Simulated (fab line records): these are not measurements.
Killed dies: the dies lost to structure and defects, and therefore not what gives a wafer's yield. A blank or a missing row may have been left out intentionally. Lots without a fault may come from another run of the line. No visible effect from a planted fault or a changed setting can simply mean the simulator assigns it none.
fab line records ; flow gf180mcu ; part 1 of 2: steps 1 to 24 of 35
[record] lots = 5; wafers = 15; last_day = 34
route steps=602 shown V3@449 M4@456 V4@476
lots that met no fault: from a run of the same line without faults
start_h: hours from the record's first day to the start of the lot's first wafer shown ; wait_h: time in hours since the lot's previous step ; " repeats the value in the row above ; L1.1+2: a single row standing in for several wafers ; - no value, or no start was given ; * or withheld: withheld ; < > ~ a bound
route shown NAME@n: a module of which the file shows steps, and the number in the route of the first ; usual: mean and standard deviation over wafers with no fault ; same: alike in all rows ; chamber/n: place in a boat ; sites: per-site readings ; _std_site: the values' standard deviation ; _edge_site: outer sites' mean less inner sites' ; radius_mm: for every site, how far away it sits from the centre of the wafer ; mask NAME#n: copy n ; behind: the tool/chamber that last shaped the wafer ; hold: cause of the lot's hold/its duration in hours/its outcome ; device: transistor that didn't switch, given as n, p or np ; end of line: tests run on the same wafers once the route is complete ; a step given without rows: its recipe and nothing more ; killed: dies lost to structure and defects at the first sort, not the wafer's yield ; map: per-die view of a wafer (x killed, . not killed, _ where there is no die)
set.NAME: the setting the step ran with; set.NAME@STEP: the setting that earlier step ran with ; model.NAME: the simulator's own value behind a step, which no gauge read
lots at some steps of the route; a table a step, a row a wafer
services: the hour from which a tool's chamber was out of use, counted from the record's first day as start_h (under 0 if before that day), plus the number of hours and why
[[steps]]
[step GF_V3_CLEAN_20]
[recipe] chemistry = DIW; dry = n2_spin
lot.wafer;tool;chamber;start_h;wait_h
L082.1+2+6;wet_bench-01;1;592.63;0.0
L085.3+4+5;wet_bench-03;2;620.70;0.0
L089.3+4+5;wet_bench-03;2;649.20;0.0
L090.2+4+5;wet_bench-03;2;649.90;0.0
L092.1+2+3;wet_bench-03;2;666.95;0.0
[step GF_V3_SPUTTER_21]
[recipe] material = Ti; target_thk_nm = 15; chamber_pressure_pa = 5; power_w = 2500; substrate_temp_c = 200; time_s = 80.02
[usual] throttle_valve_pct = 30.2/0.94
lot.wafer;tool;chamber;start_h;wait_h;throttle_valve_pct
L082.1;pvd_sputter-04;-;592.73;0.0;30.3
L082.2;pvd_sputter-04;-;592.73;0.0;29.1
L082.6;pvd_sputter-04;-;592.73;0.0;30.2
L085.3;pvd_sputter-01;-;620.79;0.0;29.3
L085.4;pvd_sputter-01;-;620.79;0.0;30.1
L085.5;pvd_sputter-01;-;620.79;0.0;30.5
L089.3;pvd_sputter-04;-;649.29;0.0;31.1
L089.4;pvd_sputter-04;-;649.29;0.0;29.3
L089.5;pvd_sputter-04;-;649.29;0.0;30.0
L090.2;pvd_sputter-04;-;649.99;0.0;29.9
L090.4;pvd_sputter-04;-;649.99;0.0;31.1
L090.5;pvd_sputter-04;-;649.99;0.0;30.1
L092.1;pvd_sputter-04;-;667.04;0.0;29.8
L092.2;pvd_sputter-04;-;667.04;0.0;29.0
L092.3;pvd_sputter-04;-;667.04;0.0;31.3
[step GF_V3_SPUTTER_22]
[recipe] material = TiN; target_thk_nm = 10; chamber_pressure_pa = 5; power_w = 4000; time_s = 40
[usual] throttle_valve_pct = 30.1/0.94
lot.wafer;tool;chamber;start_h;wait_h;throttle_valve_pct
L082.1;pvd_sputter-04;-;592.79;0.0;30.2
L082.2;pvd_sputter-04;-;592.79;0.0;28.8
L082.6;pvd_sputter-04;-;592.79;0.0;29.9
L085.3;pvd_sputter-01;-;620.86;0.0;29.3
L085.4;pvd_sputter-01;-;620.86;0.0;30.0
L085.5;pvd_sputter-01;-;620.86;0.0;30.8
L089.3;pvd_sputter-04;-;649.35;0.0;30.9
L089.4;pvd_sputter-04;-;649.35;0.0;29.2
L089.5;pvd_sputter-04;-;649.35;0.0;30.0
L090.2;pvd_sputter-04;-;650.05;0.0;29.6
L090.4;pvd_sputter-04;-;650.05;0.0;31.3
L090.5;pvd_sputter-04;-;650.05;0.0;30.2
L092.1;pvd_sputter-04;-;667.10;0.0;29.8
L092.2;pvd_sputter-04;-;667.10;0.0;29.4
L092.3;pvd_sputter-04;-;667.10;0.0;31.2
[step GF_V3_CVD_23]
[recipe] material = W; target_thk_nm = 350; time_s = 104.9; temp_c = 400; pressure_torr = 40
[usual] heater_power_w = 814/98
lot.wafer;tool;chamber;start_h;wait_h;heater_power_w
L082.1;cvd_w-02;0;592.83;0.0;711
L082.2;cvd_w-02;0;592.83;0.0;703
L082.6;cvd_w-02;0;592.83;0.0;714
L085.3;cvd_w-01;0;620.94;0.1;946
L085.4;cvd_w-01;1;620.94;0.1;855
L085.5;cvd_w-01;1;620.94;0.1;874
L089.3;cvd_w-02;0;649.43;0.1;706
L089.4;cvd_w-02;1;649.43;0.1;772
L089.5;cvd_w-02;0;649.43;0.1;709
L090.2;cvd_w-02;1;650.09;0.0;759
L090.4;cvd_w-02;0;650.09;0.0;703
L090.5;cvd_w-02;1;650.09;0.0;811
L092.1;cvd_w-02;1;667.14;0.0;771
L092.2;cvd_w-02;0;667.14;0.0;715
L092.3;cvd_w-02;1;667.14;0.0;775
[step GF_V3_RS_MEAS_24]
[recipe] thk_meas_gauge = four-point-probe; reads = W_of_V3_CVD_23+TiN_of_V3_SPUTTER_22+Ti_of_V3_SPUTTER_21
[usual] V3_W_RS = 0.329/0.0065
lot.wafer;tool;chamber;start_h;wait_h;V3_W_RS[ohm/sq]
L082.1;film_metro-04;-;593.06;0.2;0.312
L082.2;film_metro-04;-;593.06;0.2;0.314
L082.6;film_metro-04;-;593.06;0.2;0.313
L085.3;film_metro-02;-;621.05;0.1;0.335
L085.4;film_metro-02;-;621.05;0.1;0.334
L085.5;film_metro-02;-;621.05;0.1;0.335
L089.3;film_metro-02;-;649.55;0.1;0.319
L089.4;film_metro-02;-;649.55;0.1;0.336
L089.5;film_metro-02;-;649.55;0.1;0.321
L090.2;film_metro-04;-;650.23;0.1;0.333
L090.4;film_metro-04;-;650.23;0.1;0.321
L090.5;film_metro-04;-;650.23;0.1;0.333
L092.1;film_metro-02;-;667.25;0.1;0.333
L092.2;film_metro-02;-;667.25;0.1;0.325
L092.3;film_metro-02;-;667.25;0.1;0.341
[step GF_V3_THK_MEAS_25]
[recipe] thk_meas_gauge = xrf; reads = W_of_V3_CVD_23
[usual] V3_W_THK = 351/7.8
lot.wafer;tool;chamber;start_h;wait_h;V3_W_THK[nm]
L082.1;film_metro-04;-;593.18;0.1;370
L082.2;film_metro-04;-;593.18;0.1;370
L082.6;film_metro-04;-;593.18;0.1;369
L085.3;film_metro-02;-;621.15;0.1;343
L085.4;film_metro-02;-;621.15;0.1;344
L085.5;film_metro-02;-;621.15;0.1;341
L089.3;film_metro-02;-;649.65;0.1;358
L089.4;film_metro-02;-;649.65;0.1;341
L089.5;film_metro-02;-;649.65;0.1;358
L090.2;film_metro-04;-;650.34;0.1;348
L090.4;film_metro-04;-;650.34;0.1;356
L090.5;film_metro-04;-;650.34;0.1;346
L092.1;film_metro-02;-;667.37;0.1;344
L092.2;film_metro-02;-;667.37;0.1;354
L092.3;film_metro-02;-;667.37;0.1;337
[step GF_V3_CMP_26]
[recipe] stop_on = SiO2; down_force_psi = 3.5; platen_rpm = 60; t_overpolish_s = 15; target_thk_nm = 0; pad_velocity_m_s = 0.94248
[usual] motor_current_A = 10.8/0.92; overpolish_run_s = 15.000/0.0086; time_to_endpoint_s = 88/3.1
lot.wafer;tool;chamber;start_h;wait_h;motor_current_A;overpolish_run_s;time_to_endpoint_s
L082.1;cmp-02;1;593.34;0.1;12.6;15.007;92
L082.2;cmp-02;2;593.34;0.1;11.3;15.000;96
L082.6;cmp-02;3;593.34;0.1;10.2;15.009;95
L085.3;cmp-02;0;621.24;0.1;10.4;15.013;88
L085.4;cmp-02;2;621.24;0.1;11.1;15.016;91
L085.5;cmp-02;3;621.24;0.1;10.5;15.002;88
L089.3;cmp-01;3;649.74;0.1;12.1;14.991;93
L089.4;cmp-01;0;649.74;0.1;10.5;14.997;87
L089.5;cmp-01;2;649.74;0.1;10.0;14.997;88
L090.2;cmp-01;0;650.49;0.1;10.3;14.989;89
L090.4;cmp-01;1;650.49;0.1;10.1;14.999;87
L090.5;cmp-01;2;650.49;0.1;9.8;14.997;85
L092.2;cmp-02;0;667.48;0.1;11.0;15.010;93
L092.3;cmp-02;1;667.48;0.1;13.6;15.000;85
L092.1;cmp-02;2;667.48;0.1;10.9;14.998;90
[step GF_M4_SPUTTER_00]
[recipe] material = Ti; target_thk_nm = 37.5; arriving_ion_energy_ev = 80; substrate_temp_c = 200; chamber_pressure_pa = 2; power_w = 4000; time_s = 150
[usual] throttle_valve_pct = 29.7/0.83
lot.wafer;tool;chamber;start_h;wait_h;throttle_valve_pct
L082.1;pvd_sputter-01;-;593.54;0.1;28.8
L082.2;pvd_sputter-01;-;593.54;0.1;30.3
L082.6;pvd_sputter-01;-;593.54;0.1;28.6
L085.3;pvd_sputter-04;-;621.49;0.2;29.0
L085.4;pvd_sputter-04;-;621.49;0.2;29.5
L085.5;pvd_sputter-04;-;621.49;0.2;29.3
L089.3;pvd_sputter-01;-;649.99;0.2;29.2
L089.4;pvd_sputter-01;-;649.99;0.2;30.5
L089.5;pvd_sputter-01;-;649.99;0.2;30.6
L090.2;pvd_sputter-04;-;650.69;0.1;31.2
L090.4;pvd_sputter-04;-;650.69;0.1;29.2
L090.5;pvd_sputter-04;-;650.69;0.1;29.8
L092.1;pvd_sputter-04;-;667.73;0.1;29.8
L092.2;pvd_sputter-04;-;667.73;0.1;31.0
L092.3;pvd_sputter-04;-;667.73;0.1;30.4
[step GF_M4_SPUTTER_01]
[recipe] material = TiN; target_thk_nm = 30; power_w = 6500; time_s = 25; chamber_pressure_pa = 0.4
[usual] throttle_valve_pct = 29.7/0.83
lot.wafer;tool;chamber;start_h;wait_h;throttle_valve_pct
L082.1;pvd_sputter-01;-;593.65;0.1;28.8
L082.2;pvd_sputter-01;-;593.65;0.1;30.5
L082.6;pvd_sputter-01;-;593.65;0.1;29.0
L085.3;pvd_sputter-04;-;621.59;0.1;29.1
L085.4;pvd_sputter-04;-;621.59;0.1;29.7
L085.5;pvd_sputter-04;-;621.59;0.1;28.9
L089.3;pvd_sputter-01;-;650.09;0.1;29.2
L089.4;pvd_sputter-01;-;650.09;0.1;30.5
L089.5;pvd_sputter-01;-;650.09;0.1;30.2
L090.2;pvd_sputter-04;-;650.79;0.1;31.2
L090.4;pvd_sputter-04;-;650.79;0.1;29.0
L090.5;pvd_sputter-04;-;650.79;0.1;29.9
L092.1;pvd_sputter-04;-;667.83;0.1;29.6
L092.2;pvd_sputter-04;-;667.83;0.1;31.3
L092.3;pvd_sputter-04;-;667.83;0.1;30.4
[step GF_M4_SPUTTER_02]
[recipe] material = AlCu; target_thk_nm = 450; power_w = 10600; time_s = 23.9; chamber_pressure_pa = 0.4
[usual] throttle_valve_pct = 29.7/0.83
lot.wafer;tool;chamber;start_h;wait_h;throttle_valve_pct
L082.1;pvd_sputter-01;-;593.68;0.0;29.0
L082.2;pvd_sputter-01;-;593.68;0.0;30.7
L082.6;pvd_sputter-01;-;593.68;0.0;29.1
L085.3;pvd_sputter-04;-;621.62;0.0;29.3
L085.4;pvd_sputter-04;-;621.62;0.0;29.4
L085.5;pvd_sputter-04;-;621.62;0.0;29.1
L089.3;pvd_sputter-01;-;650.12;0.0;28.9
L089.4;pvd_sputter-01;-;650.12;0.0;30.4
L089.5;pvd_sputter-01;-;650.12;0.0;30.6
L090.2;pvd_sputter-04;-;650.82;0.0;31.3
L090.4;pvd_sputter-04;-;650.82;0.0;29.3
L090.5;pvd_sputter-04;-;650.82;0.0;29.8
L092.1;pvd_sputter-04;-;667.86;0.0;30.1
L092.2;pvd_sputter-04;-;667.86;0.0;31.1
L092.3;pvd_sputter-04;-;667.86;0.0;30.4
[step GF_M4_SPUTTER_03]
[recipe] material = Ti; target_thk_nm = 10; substrate_temp_c = 300; chamber_pressure_pa = 0.3; power_w = 3000; time_s = 6.7
[usual] throttle_valve_pct = 29.7/0.83
lot.wafer;tool;chamber;start_h;wait_h;throttle_valve_pct
L082.1;pvd_sputter-01;-;593.72;0.0;28.9
L082.2;pvd_sputter-01;-;593.72;0.0;30.7
L082.6;pvd_sputter-01;-;593.72;0.0;28.8
L085.3;pvd_sputter-04;-;621.65;0.0;29.1
L085.4;pvd_sputter-04;-;621.65;0.0;29.8
L085.5;pvd_sputter-04;-;621.65;0.0;29.3
L089.3;pvd_sputter-01;-;650.15;0.0;28.7
L089.4;pvd_sputter-01;-;650.15;0.0;30.7
L089.5;pvd_sputter-01;-;650.15;0.0;30.7
L090.2;pvd_sputter-04;-;650.85;0.0;30.9
L090.4;pvd_sputter-04;-;650.85;0.0;29.2
L090.5;pvd_sputter-04;-;650.85;0.0;29.6
L092.1;pvd_sputter-04;-;667.89;0.0;29.6
L092.2;pvd_sputter-04;-;667.89;0.0;31.1
L092.3;pvd_sputter-04;-;667.89;0.0;30.2
[step GF_M4_SPUTTER_04]
[recipe] material = TiN; target_thk_nm = 50; power_w = 6500; time_s = 41.7; chamber_pressure_pa = 0.4
[usual] throttle_valve_pct = 29.7/0.83
lot.wafer;tool;chamber;start_h;wait_h;throttle_valve_pct
L082.1;pvd_sputter-01;-;593.74;0.0;28.6
L082.2;pvd_sputter-01;-;593.74;0.0;30.6
L082.6;pvd_sputter-01;-;593.74;0.0;29.0
L085.3;pvd_sputter-04;-;621.67;0.0;28.9
L085.4;pvd_sputter-04;-;621.67;0.0;29.7
L085.5;pvd_sputter-04;-;621.67;0.0;29.1
L089.3;pvd_sputter-01;-;650.17;0.0;29.2
L089.4;pvd_sputter-01;-;650.17;0.0;30.5
L089.5;pvd_sputter-01;-;650.17;0.0;30.4
L090.2;pvd_sputter-04;-;650.87;0.0;30.9
L090.4;pvd_sputter-04;-;650.87;0.0;28.9
L090.5;pvd_sputter-04;-;650.87;0.0;29.7
L092.1;pvd_sputter-04;-;667.91;0.0;29.7
L092.2;pvd_sputter-04;-;667.91;0.0;31.4
L092.3;pvd_sputter-04;-;667.91;0.0;30.1
[step GF_M4_RS_MEAS_05]
[recipe] thk_meas_gauge = four-point-probe; reads = TiN_of_M4_SPUTTER_04+Ti_of_M4_SPUTTER_03+AlCu_of_M4_SPUTTER_02+TiN_of_M4_SPUTTER_01+Ti_of_M4_SPUTTER_00
[usual] M4_ALCU_RS = 0.0699/0.00092
lot.wafer;tool;chamber;start_h;wait_h;M4_ALCU_RS[ohm/sq]
L082.1;film_metro-01;-;593.79;0.0;0.0695
L082.2;film_metro-01;-;593.79;0.0;0.0713
L082.6;film_metro-01;-;593.79;0.0;0.0691
L085.3;film_metro-02;-;621.75;0.1;0.0702
L085.4;film_metro-02;-;621.75;0.1;0.0698
L085.5;film_metro-02;-;621.75;0.1;0.0703
L089.3;film_metro-01;-;650.25;0.1;0.0696
L089.4;film_metro-01;-;650.25;0.1;0.0719
L089.5;film_metro-01;-;650.25;0.1;0.0715
L090.2;film_metro-01;-;650.93;0.0;0.0678
L090.4;film_metro-01;-;650.93;0.0;0.0689
L090.5;film_metro-01;-;650.93;0.0;0.0682
L092.1;film_metro-02;-;667.95;0.0;0.0692
L092.2;film_metro-02;-;667.95;0.0;0.0687
L092.3;film_metro-02;-;667.95;0.0;0.0699
[step GF_M4_THK_MEAS_06]
[recipe] thk_meas_gauge = xrf; reads = AlCu_of_M4_SPUTTER_02
[usual] M4_ALCU_THK = 449/6.8
lot.wafer;tool;chamber;start_h;wait_h;M4_ALCU_THK[nm]
L082.1;film_metro-01;-;593.91;0.1;445
L082.2;film_metro-01;-;593.91;0.1;437
L082.6;film_metro-01;-;593.91;0.1;448
L085.3;film_metro-02;-;621.85;0.1;445
L085.4;film_metro-02;-;621.85;0.1;449
L085.5;film_metro-02;-;621.85;0.1;447
L089.3;film_metro-01;-;650.35;0.1;449
L089.4;film_metro-01;-;650.35;0.1;435
L089.5;film_metro-01;-;650.35;0.1;439
L090.2;film_metro-01;-;651.04;0.1;461
L090.4;film_metro-01;-;651.04;0.1;450
L090.5;film_metro-01;-;651.04;0.1;459
L092.1;film_metro-02;-;668.07;0.1;455
L092.2;film_metro-02;-;668.07;0.1;461
L092.3;film_metro-02;-;668.07;0.1;454
[step GF_M4_DEHYDRATE_07]
[recipe] temp_c = 200; time_s = 60
[usual] exhaust_pa = 45.3/0.9; plate_temp_C = 200.01/0.17
lot.wafer;tool;chamber;start_h;wait_h;exhaust_pa;plate_temp_C
L082.1;litho_track-02;0;603.42;9.5;45.5;199.63
L082.2;litho_track-02;0;603.42;9.5;45.9;199.97
L082.6;litho_track-02;0;603.42;9.5;44.1;199.81
L085.3;litho_track-02;0;630.87;9.0;46.7;200.25
L085.4;litho_track-02;0;630.87;9.0;46.9;200.29
L085.5;litho_track-02;0;630.87;9.0;46.2;200.18
L089.3;litho_track-02;0;659.02;8.7;46.1;200.00
L089.4;litho_track-02;0;659.02;8.7;47.3;199.94
L089.5;litho_track-02;0;659.02;8.7;46.2;199.87
L090.2;litho_track-04;0;660.46;9.4;45.0;199.83
L090.4;litho_track-04;0;660.46;9.4;45.3;199.86
L090.5;litho_track-04;0;660.46;9.4;44.6;199.97
L092.1;litho_track-04;0;676.73;8.6;45.1;199.95
L092.2;litho_track-04;0;676.73;8.6;44.9;199.93
L092.3;litho_track-04;0;676.73;8.6;43.5;199.90
[step GF_M4_HMDS_08]
[recipe] prime_time_s = 60; prime_temp_c = 120
[usual] exhaust_pa = 45.2/0.95; prime_temp_c = 120.01/0.13
[same] prime_time_s = 60
lot.wafer;tool;chamber;start_h;wait_h;exhaust_pa;prime_temp_c
L082.1;litho_track-02;0;603.57;0.1;45.8;120.25
L082.2;litho_track-02;0;603.57;0.1;44.6;120.06
L082.6;litho_track-02;0;603.57;0.1;45.5;120.01
L085.3;litho_track-02;0;631.02;0.1;45.6;119.84
L085.4;litho_track-02;0;631.02;0.1;45.3;120.00
L085.5;litho_track-02;0;631.02;0.1;46.5;120.04
L089.3;litho_track-02;0;659.17;0.1;44.7;120.04
L089.4;litho_track-02;0;659.17;0.1;46.0;119.99
L089.5;litho_track-02;0;659.17;0.1;45.0;119.88
L090.2;litho_track-04;0;660.61;0.1;44.7;120.12
L090.4;litho_track-04;0;660.61;0.1;46.2;120.03
L090.5;litho_track-04;0;660.61;0.1;44.9;119.97
L092.1;litho_track-04;0;676.88;0.1;45.5;120.11
L092.2;litho_track-04;0;676.88;0.1;44.6;120.06
L092.3;litho_track-04;0;676.88;0.1;46.5;120.24
[step GF_M4_COAT_09]
[recipe] resist = KrF; spin_rpm = withheld; resist_thk_nm = 1000
[usual] exhaust_pa = 44.6/0.81
lot.wafer;tool;chamber;start_h;wait_h;exhaust_pa
L082.1;litho_track-02;0;603.72;0.1;44.5
L082.2;litho_track-02;0;603.72;0.1;44.3
L082.6;litho_track-02;0;603.72;0.1;45.1
L085.3;litho_track-02;0;631.17;0.1;44.7
L085.4;litho_track-02;0;631.17;0.1;45.2
L085.5;litho_track-02;0;631.17;0.1;46.0
L089.3;litho_track-02;0;659.32;0.1;43.8
L089.4;litho_track-02;0;659.32;0.1;43.0
L089.5;litho_track-02;0;659.32;0.1;43.3
L090.2;litho_track-04;0;660.76;0.1;43.9
L090.4;litho_track-04;0;660.76;0.1;44.7
L090.5;litho_track-04;0;660.76;0.1;44.1
L092.1;litho_track-04;0;677.03;0.1;43.8
L092.2;litho_track-04;0;677.03;0.1;43.6
L092.3;litho_track-04;0;677.03;0.1;44.8
[step GF_M4_SOFTBAKE_10]
[recipe] temp_c = 130; time_s = 60; resist = KrF
[usual] exhaust_pa = 44.9/1.1; plate_temp_C = 129.97/0.13
lot.wafer;tool;chamber;start_h;wait_h;exhaust_pa;plate_temp_C
L082.1;litho_track-02;0;603.87;0.1;46.8;129.97
L082.2;litho_track-02;0;603.87;0.1;44.8;129.97
L082.6;litho_track-02;0;603.87;0.1;45.8;129.96
L085.3;litho_track-02;0;631.32;0.1;43.2;129.82
L085.4;litho_track-02;0;631.32;0.1;44.4;130.04
L085.5;litho_track-02;0;631.32;0.1;43.7;129.93
L089.3;litho_track-02;0;659.47;0.1;42.1;129.90
L089.4;litho_track-02;0;659.47;0.1;44.3;129.94
L089.5;litho_track-02;0;659.47;0.1;45.0;130.04
L090.2;litho_track-04;0;660.91;0.1;45.1;130.08
L090.4;litho_track-04;0;660.91;0.1;43.6;129.94
L090.5;litho_track-04;0;660.91;0.1;44.5;130.17
L092.1;litho_track-04;0;677.18;0.1;45.9;130.02
L092.2;litho_track-04;0;677.18;0.1;46.8;129.96
L092.3;litho_track-04;0;677.18;0.1;46.8;129.92
[step GF_M4_EXPOSE_11]
[recipe] mask_id = Metal4; target_cd_nm = 280; na = 0.68; source_shape = conventional; sigma_outer = 0.6; dose_mj = 28
[usual] stage_vel_mm_s = 499.94/0.24
lot.wafer;tool;chamber;start_h;wait_h;mask;stage_vel_mm_s
L082.1;krf_scanner-02;0;-;-;Metal4#0;499.79
L082.2;krf_scanner-02;0;-;-;Metal4#0;499.91
L082.6;krf_scanner-02;0;-;-;Metal4#0;499.75
L085.3;krf_scanner-01;0;-;-;Metal4#0;499.81
L085.4;krf_scanner-01;0;-;-;Metal4#0;500.04
L085.5;krf_scanner-01;0;-;-;Metal4#0;499.77
L089.3;krf_scanner-01;0;-;-;Metal4#0;499.74
L089.4;krf_scanner-01;0;-;-;Metal4#0;499.67
L089.5;krf_scanner-01;0;-;-;Metal4#0;500.25
L090.2;krf_scanner-01;0;-;-;Metal4#0;500.00
L090.4;krf_scanner-01;0;-;-;Metal4#0;500.02
L090.5;krf_scanner-01;0;-;-;Metal4#0;500.20
L092.1;krf_scanner-02;0;-;-;Metal4#0;500.06
L092.2;krf_scanner-02;0;-;-;Metal4#0;499.77
L092.3;krf_scanner-02;0;-;-;Metal4#0;500.37
[step GF_M4_PEB_12]
[recipe] peb_temp_c = 135; peb_time_s = 90; resist = KrF
[usual] exhaust_pa = 45.0/0.81; plate_temp_C = 134.99/0.15
lot.wafer;tool;chamber;start_h;wait_h;exhaust_pa;plate_temp_C
L082.1;litho_track-02;0;-;-;45.3;134.83
L082.2;litho_track-02;0;-;-;44.7;134.75
L082.6;litho_track-02;0;-;-;45.2;134.81
L085.3;litho_track-04;0;-;-;46.1;135.11
L085.4;litho_track-04;0;-;-;45.4;135.19
L085.5;litho_track-04;0;-;-;45.4;135.10
L089.3;litho_track-02;0;-;-;43.2;135.21
L089.4;litho_track-02;0;-;-;44.7;135.17
L089.5;litho_track-02;0;-;-;43.7;135.21
L090.2;litho_track-04;0;-;-;44.0;134.98
L090.4;litho_track-04;0;-;-;44.7;135.01
L090.5;litho_track-04;0;-;-;44.4;135.11
L092.1;litho_track-04;0;-;-;44.5;135.38
L092.2;litho_track-04;0;-;-;44.6;134.94
L092.3;litho_track-04;0;-;-;44.6;135.20
[step GF_M4_DEVELOP_13]
[recipe] develop_time_s = 60; dev_temp_c = 21
[usual] exhaust_pa = 45.0/0.82
lot.wafer;tool;chamber;start_h;wait_h;exhaust_pa
L082.1;litho_track-02;0;613.92;0.2;45.4
L082.2;litho_track-02;0;613.92;0.2;45.6
L082.6;litho_track-02;0;613.92;0.2;46.3
L085.3;litho_track-04;0;640.98;0.1;44.4
L085.4;litho_track-04;0;640.98;0.1;44.2
L085.5;litho_track-04;0;640.98;0.1;45.2
L089.3;litho_track-02;0;669.07;0.1;45.5
L089.4;litho_track-02;0;669.07;0.1;44.3
L089.5;litho_track-02;0;669.07;0.1;44.8
L090.2;litho_track-04;0;670.11;0.2;45.4
L090.4;litho_track-04;0;670.11;0.2;45.5
L090.5;litho_track-04;0;670.11;0.2;45.7
L092.1;litho_track-04;0;686.33;0.2;44.2
L092.2;litho_track-04;0;686.33;0.2;44.1
L092.3;litho_track-04;0;686.33;0.2;44.3
[step GF_M4_CD_MEAS_14]
[recipe] target_cd_nm = 280
[usual] cd_nm = 280.1/1.3
lot.wafer;tool;chamber;start_h;wait_h;cd_nm
L082.1;cd_sem-02;-;614.07;0.1;279.0
L082.2;cd_sem-02;-;614.07;0.1;279.7
L082.6;cd_sem-02;-;614.07;0.1;279.3
L085.3;cd_sem-02;-;641.12;0.1;280.8
L085.4;cd_sem-02;-;641.12;0.1;280.1
L085.5;cd_sem-02;-;641.12;0.1;281.0
L089.3;cd_sem-02;-;669.21;0.1;278.8
L089.4;cd_sem-02;-;669.21;0.1;278.8
L089.5;cd_sem-02;-;669.21;0.1;279.1
L090.2;cd_sem-01;-;670.31;0.2;281.9
L090.4;cd_sem-01;-;670.31;0.2;281.0
L090.5;cd_sem-01;-;670.31;0.2;281.3
L092.1;cd_sem-01;-;686.48;0.1;280.8
L092.2;cd_sem-01;-;686.48;0.1;281.0
L092.3;cd_sem-01;-;686.48;0.1;280.5
[step GF_M4_OVL_MEAS_15]
[usual] M4_OVL = 0/5.8
lot.wafer;tool;chamber;start_h;wait_h;M4_OVL[nm]
L082.1;overlay-01;-;614.19;0.1;-3
L082.2;overlay-01;-;614.19;0.1;-2
L082.6;overlay-01;-;614.19;0.1;-3
L085.3;overlay-02;-;641.21;0.1;2
L085.4;overlay-02;-;641.21;0.1;6
L085.5;overlay-02;-;641.21;0.1;2
L089.3;overlay-02;-;669.30;0.1;0
L089.4;overlay-02;-;669.30;0.1;9
L089.5;overlay-02;-;669.30;0.1;0
L090.2;overlay-02;-;670.42;0.1;-4
L090.4;overlay-02;-;670.42;0.1;0
L090.5;overlay-02;-;670.42;0.1;-2
L092.1;overlay-01;-;686.60;0.1;6
L092.2;overlay-01;-;686.60;0.1;5
L092.3;overlay-01;-;686.60;0.1;10
[step GF_M4_METAL_ETCH_16]
[recipe] chemistry = Cl2/BCl3; mask_material = KrF; target_depth_nm = 750.8; stop_on = SiO2; pressure_mtorr = 8; icp_w = 800; bias_w = 140; Cl2_flow_sccm = 80; bcl3_flow_sccm = 40; time_s = 125.1
[usual] drypump_motor_current_A = 5.8/0.68; oes_product_au = 0.986/0.0066; throttle_valve_pct = 28.234/0.0096
lot.wafer;tool;chamber;start_h;wait_h;drypump_motor_current_A;oes_product_au;rf_hours_counter_h;throttle_valve_pct
L082.1;rie_metal-03;0;614.23;0.0;4.8;0.990;7;28.224
L082.2;rie_metal-03;1;614.23;0.0;6.5;0.988;2;28.224
L082.6;rie_metal-03;1;614.23;0.0;6.5;0.984;-;28.251
L085.3;rie_metal-01;0;641.28;0.1;6.3;0.987;-;28.222
L085.4;rie_metal-01;1;641.28;0.1;5.4;0.982;-;28.247
L085.5;rie_metal-01;0;641.28;0.1;6.3;0.979;-;28.239
L089.3;rie_metal-03;1;669.37;0.1;6.5;0.983;-;28.240
L089.4;rie_metal-03;0;669.37;0.1;4.8;0.988;-;28.229
L089.5;rie_metal-03;1;669.37;0.1;6.5;0.985;-;28.240
L090.2;rie_metal-01;1;670.45;0.0;5.4;0.970;14;28.242
L090.4;rie_metal-01;1;670.45;0.0;5.4;0.977;-;28.239
L090.5;rie_metal-01;1;670.45;0.0;5.4;0.980;-;28.229
L092.1;rie_metal-03;0;686.64;0.0;4.8;0.991;10;28.249
L092.2;rie_metal-03;1;686.64;0.0;6.5;0.988;5;28.227
L092.3;rie_metal-03;1;686.64;0.0;6.5;0.988;-;28.236
